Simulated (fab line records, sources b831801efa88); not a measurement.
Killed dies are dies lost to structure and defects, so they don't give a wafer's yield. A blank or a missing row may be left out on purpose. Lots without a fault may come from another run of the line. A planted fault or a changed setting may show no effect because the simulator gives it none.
Split-lot experiment | flow gf180mcu | 5 lots, 27 wafers read, on a route of 602 steps

THE SPLIT
At GF_HV_LDD_DEVELOP_06 (develop time 60 s), the setting develop_time_s was moved away from the recipe's 60 s on 9 of the 27 wafers read, by -36.7% to +44.3%. The other wafers ran this setting at the recipe's value.

The file shows no step between the split and the reading.

THE READING
cd_nm, in nm, at GF_HV_LDD_CD_MEAS_07 (target cd 400 nm). Fault-free wafers of this fab line usually give 401.2 nm, standard deviation 1.8 nm.

wafer  | tool, chamber at the split | develop_time_s as run, s | against the recipe | cd_nm, nm | against lot-mates on the recipe
L074.1 | litho_track-04, 0          | 60                       | recipe             | 400.0     | -
L074.3 | litho_track-04, 0          | 60                       | recipe             | 400.4     | -
L074.6 | litho_track-04, 0          | 60                       | recipe             | 401.9     | -
L075.1 | litho_track-01, 0          | 60                       | recipe             | 402.8     | -
L075.2 | litho_track-01, 0          | 60                       | recipe             | 405.6     | -
L075.3 | litho_track-01, 0          | 60                       | recipe             | 405.1     | -
L075.4 | litho_track-01, 0          | 60                       | recipe             | 403.7     | -
L075.5 | litho_track-01, 0          | 60                       | recipe             | 403.2     | -
L075.6 | litho_track-01, 0          | 60                       | recipe             | 405.4     | -
L079.1 | litho_track-01, 0          | 86.58                    | +44.3%             | 435.8     | +35.6
L079.2 | litho_track-01, 0          | 86.58                    | +44.3%             | 433.4     | +33.2
L079.3 | litho_track-01, 0          | 60                       | recipe             | 399.6     | -
L079.4 | litho_track-01, 0          | 60                       | recipe             | 401.1     | -
L079.5 | litho_track-01, 0          | 86.58                    | +44.3%             | 432.9     | +32.7
L079.6 | litho_track-01, 0          | 60                       | recipe             | 400.0     | -
L081.1 | litho_track-01, 0          | 79.86                    | +33.1%             | 424.5     | +22.9
L081.2 | litho_track-01, 0          | 60                       | recipe             | 402.6     | -
L081.3 | litho_track-01, 0          | 79.86                    | +33.1%             | 428.4     | +26.8
L081.4 | litho_track-01, 0          | 60                       | recipe             | 401.2     | -
L081.5 | litho_track-01, 0          | 79.86                    | +33.1%             | 425.8     | +24.2
L081.6 | litho_track-01, 0          | 60                       | recipe             | 401.0     | -
L085.1 | litho_track-03, 0          | 60                       | recipe             | 402.9     | -
L085.2 | litho_track-03, 0          | 60                       | recipe             | 400.8     | -
L085.3 | litho_track-03, 0          | 37.95                    | -36.7%             | 353.3     | -48.1
L085.4 | litho_track-03, 0          | 60                       | recipe             | 400.5     | -
L085.5 | litho_track-03, 0          | 37.95                    | -36.7%             | 355.6     | -45.8
L085.6 | litho_track-03, 0          | 37.95                    | -36.7%             | 353.4     | -48.0

THE FIT
A straight line over all 27 wafers: cd_nm changes by +0.933 nm for each +1% of develop_time_s; r = +0.97; the points scatter about the line by 5.5 nm.
The same after taking each lot's own level away (the mean of its wafers on the recipe; 27 wafers): +0.947 nm for each +1%; r = +0.98; scatter 4.8 nm.
On that fit, the largest move of develop_time_s shifts the reading by 42 nm.
The lots' own levels span 400.23 to 404.30 nm, that is 2.3 times the standard deviation above.
So the lot-to-lot level changes the slope little: the two slopes agree.
Check: with one of the wafers moved furthest among these (+44.3%) left out of the fit, the line predicts +39.6 nm for it against its lot-mates. It came out at +35.6 nm against them.

OTHER SPLITS ON THESE WAFERS
These wafers also went through other splits before the reading. Each is held against what the fit with the lots' levels taken away leaves over:
other split on the same wafers | wafers away from the commonest value | r with cd_nm (lot level and that fit taken away)
GF_STI_CVD_03 time_s           | 21                                   | +0.18
GF_STI_WET_ETCH_17 time_s      | 21                                   | +0.08

THE FILE'S OWN FIT
cd_nm changes by +0.919 nm for each +1% of develop_time_s, r = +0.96.
